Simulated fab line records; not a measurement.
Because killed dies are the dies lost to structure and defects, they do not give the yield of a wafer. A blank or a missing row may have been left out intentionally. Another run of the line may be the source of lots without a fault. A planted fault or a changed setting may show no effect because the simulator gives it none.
Which tool was responsible? + flow gf180mcu + 14 lots, 42 wafers sampled, at 5 steps of a route of 602

== WHAT THE GAUGES SHOWED, per wafer ==
GF_V3_CD_MEAS_14 targets a cd of 260 nm. Usual: cdNm 260.3 nm, standard deviation 1.1.
| lot  | measured     | on       | cdNm (nm)         | flag |
|------|--------------|----------|-------------------|------|
| L715 | day 22 14:02 | cdSem-01 | 260.4 260.6 260.1 |      |
| L716 | day 23 01:07 | cdSem-01 | 261.8 261.2 262.0 |      |
| L717 | day 23 05:54 | cdSem-01 | 261.3 260.8 260.3 |      |
| L719 | day 23 17:37 | cdSem-02 | 260.3 260.3 258.5 |      |
| L722 | day 25 09:14 | cdSem-02 | 262.0 262.6 262.8 |      |
| L723 | day 25 10:23 | cdSem-01 | 259.1 260.4 260.3 |      |
| L724 | day 25 22:20 | cdSem-01 | 259.4 259.1 260.9 |      |
| L726 | day 26 13:55 | cdSem-01 | 261.6 261.9 260.4 |      |
| L731 | day 28 03:46 | cdSem-02 | 261.7 261.4 261.4 |      |
| L733 | day 28 08:16 | cdSem-01 | 259.0 258.9 258.8 |      |
| L732 | day 28 11:19 | cdSem-02 | 257.9 258.1 257.3 |      |
| L734 | day 28 16:02 | cdSem-02 | 259.5 259.9 260.7 |      |
| L736 | day 29 02:32 | cdSem-02 | 261.1 260.5 261.2 |      |
| L738 | day 29 11:43 | cdSem-02 | 260.1 260.9 260.4 |      |

GF_V3_OVL_MEAS_15. Usual: for V3_OVL the level is -4 nm and the standard deviation is 5.
| lot  | measured     | on         | V3_OVL (nm) | flag |
|------|--------------|------------|-------------|------|
| L715 | day 22 14:09 | overlay-01 | -5 -8 -10   |      |
| L716 | day 23 01:14 | overlay-01 | -4 -4 -2    |      |
| L717 | day 23 05:59 | overlay-01 | -9 -6 -2    |      |
| L719 | day 23 17:42 | overlay-02 | 1 2 -1      |      |
| L722 | day 25 09:20 | overlay-02 | -10 -10 -8  |      |
| L723 | day 25 10:29 | overlay-02 | -5 -5 -11   |      |
| L724 | day 25 22:27 | overlay-02 | -18 -9 -11  |      |
| L726 | day 26 14:02 | overlay-01 | -2 -10 -6   |      |
| L731 | day 28 03:53 | overlay-01 | -7 -9 -7    |      |
| L733 | day 28 08:23 | overlay-02 | 0 3 8       |      |
| L732 | day 28 11:26 | overlay-01 | 0 -1 0      |      |
| L734 | day 28 16:09 | overlay-02 | -2 0 4      |      |
| L736 | day 29 02:38 | overlay-01 | -13 -1 -5   |      |
| L738 | day 29 11:49 | overlay-02 | -3 -4 -6    |      |

GF_V4_THK_MEAS_01. Usual: for V4_CVD_00_THK the level is 600 nm and the standard deviation is 6.6.
| lot  | measured     | on           | V4_CVD_00_THK (nm) | flag |
|------|--------------|--------------|--------------------|------|
| L715 | day 23 15:37 | filmMetro-01 | 597 612 601        |      |
| L716 | day 24 02:32 | filmMetro-04 | 586 594 589        |      |
| L717 | day 24 06:44 | filmMetro-02 | 591 597 600        |      |
| L719 | day 24 18:06 | filmMetro-01 | 608 597 601        |      |
| L722 | day 26 08:46 | filmMetro-02 | 597 603 604        |      |
| L723 | day 26 09:23 | filmMetro-02 | 587 594 597        |      |
| L724 | day 26 21:13 | filmMetro-02 | 593 589 591        |      |
| L726 | day 27 12:49 | filmMetro-02 | 609 606 603        |      |
| L731 | day 29 02:21 | filmMetro-02 | 607 610 611        |      |
| L733 | day 29 06:30 | filmMetro-04 | 308 308 294        | OFF  |
| L732 | day 29 08:45 | filmMetro-04 | 298 291 298        | OFF  |
| L734 | day 29 13:31 | filmMetro-02 | 309 309 310        | OFF  |
| L736 | day 30 00:34 | filmMetro-01 | 598 603 599        |      |
| L738 | day 30 08:40 | filmMetro-04 | 597 595 593        |      |

GF_V4_CD_MEAS_14 targets a cd of 260 nm. Usual: cdNm 260.2 nm, standard deviation 1.2.
| lot  | measured     | on       | cdNm (nm)         | flag |
|------|--------------|----------|-------------------|------|
| L715 | day 24 14:50 | cdSem-01 | 258.8 260.7 259.3 |      |
| L716 | day 25 01:56 | cdSem-02 | 260.5 260.5 259.5 |      |
| L717 | day 25 05:45 | cdSem-02 | 261.4 262.4 262.2 |      |
| L719 | day 25 16:02 | cdSem-02 | 260.4 261.9 261.3 |      |
| L722 | day 27 05:30 | cdSem-02 | 259.3 259.9 259.9 |      |
| L723 | day 27 05:38 | cdSem-01 | 259.9 259.2 259.8 |      |
| L724 | day 27 17:13 | cdSem-01 | 260.1 260.1 259.9 |      |
| L726 | day 28 09:11 | cdSem-02 | 259.0 258.3 257.6 |      |
| L731 | day 29 21:55 | cdSem-01 | 258.9 259.2 259.0 |      |
| L733 | day 30 02:01 | cdSem-02 | 262.2 260.0 260.2 |      |
| L732 | day 30 04:14 | cdSem-02 | 260.5 259.4 259.1 |      |
| L734 | day 30 08:56 | cdSem-02 | 261.6 261.8 262.1 |      |
| L736 | day 30 18:53 | cdSem-02 | 260.3 259.5 260.3 |      |
| L738 | day 31 03:04 | cdSem-02 | 259.4 259.4 258.9 |      |

== EACH LOT AND THE TOOL THAT RAN IT (in order: tool; ch and the chambers of the sampled wafers; start) ==
| lot  | GF_V4_CVD_00                     |
|------|----------------------------------|
| L715 | hdpcvd-02 ch 0,1, day 23 15:32   |
| L716 | hdpcvd-02 ch 0,2, day 24 02:28   |
| L717 | hdpcvd-02 ch 0,1,2, day 24 06:38 |
| L719 | hdpcvd-02 ch 0,1,2, day 24 18:02 |
| L722 | hdpcvd-01 ch 1,2, day 26 08:41   |
| L723 | hdpcvd-02 ch 0,2, day 26 09:19   |
| L724 | hdpcvd-02 ch 0,2, day 26 21:08   |
| L726 | hdpcvd-01 ch 1,2, day 27 12:45   |
| L731 | hdpcvd-01 ch 0,2, day 29 02:17   |
| L733 | hdpcvd-01 ch 0,1,2, day 29 06:25 |
| L732 | hdpcvd-01 ch 0,1,2, day 29 08:40 |
| L734 | hdpcvd-01 ch 0,2, day 29 13:27   |
| L736 | hdpcvd-02 ch 0,2, day 30 00:26   |
| L738 | hdpcvd-02 ch 0,2, day 30 08:35   |
- GF_V4_CVD_00: deposits SiO2, target thk 600 nm, time 100 s.

== WHAT THE TOOLS THEMSELVES READ (means of the sampled wafers that have a number; where no wafer has one, the mark that the record gives instead) ==
GF_V4_CVD_00. Usual: sih4FlowSccm 60.00 sccm, standard deviation 0.18.
| lot  | tool      | sih4FlowSccm (sccm) | flag |
|------|-----------|---------------------|------|
| L715 | hdpcvd-02 | 59.93               |      |
| L716 | hdpcvd-02 | 59.76               |      |
| L717 | hdpcvd-02 | 60.06               |      |
| L719 | hdpcvd-02 | 59.88               |      |
| L722 | hdpcvd-01 | 60.16               |      |
| L723 | hdpcvd-02 | 60.01               |      |
| L724 | hdpcvd-02 | 60.13               |      |
| L726 | hdpcvd-01 | 59.89               |      |
| L731 | hdpcvd-01 | 59.90               |      |
| L733 | hdpcvd-01 | 29.97               | OFF  |
| L732 | hdpcvd-01 | 30.00               | OFF  |
| L734 | hdpcvd-01 | 30.04               | OFF  |
| L736 | hdpcvd-02 | 59.98               |      |
| L738 | hdpcvd-02 | 60.03               |      |

== THE ANSWER, worked out from the rows above alone ==
Rule: a lot is off if the mean of its wafers that have a number lies more than 3 standard deviations from the usual mean. Also off: a lot with no number at a reading for which 4 or more lots have one. Where the step has rows for the other lots, those lots are counted as sound. After the gauges, taken in route order, come the tools' own readings; for these a lot's mean is taken, as printed above. The first step at which some lot is off is used, and at that step the reading that is off furthest; a lot without a number counts as furthest.
Off: L733, L732, L734, seen at GF_V4_THK_MEAS_01 (V4_CVD_00_THK).
A tool fits if, at a process step before that reading, it ran every lot that is off, and no sound lot after the first of them. The gauges at GF_V4_THK_MEAS_01 aren't tried: what is off there is off at GF_V4_CVD_00 too, on other tools, and a gauge's error can't cause that. One candidate fits, namely hdpcvd-01 at GF_V4_CVD_00. A fault onset in the window from L731 (day 29 02:17, its last sound lot) to L733 (day 29 06:25, its first lot off) fits.
On the lots that are off, the tool's own readings at GF_V4_CVD_00 differ by more than 5 times the standard deviation of the sound lots' means, which bears it out; sih4FlowSccm reads 30.00 sccm there versus 59.98 sccm on the sound lots.

== WHAT THE SIMULATOR HAD INSERTED ==
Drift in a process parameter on hdpcvd-01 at GF_V4_CVD_00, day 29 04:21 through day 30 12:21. Setting sih4FlowSccm shifted by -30 from 60. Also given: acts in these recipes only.
Lots struck among those shown: L733, L732, L734. The rule given above showed the same thing.
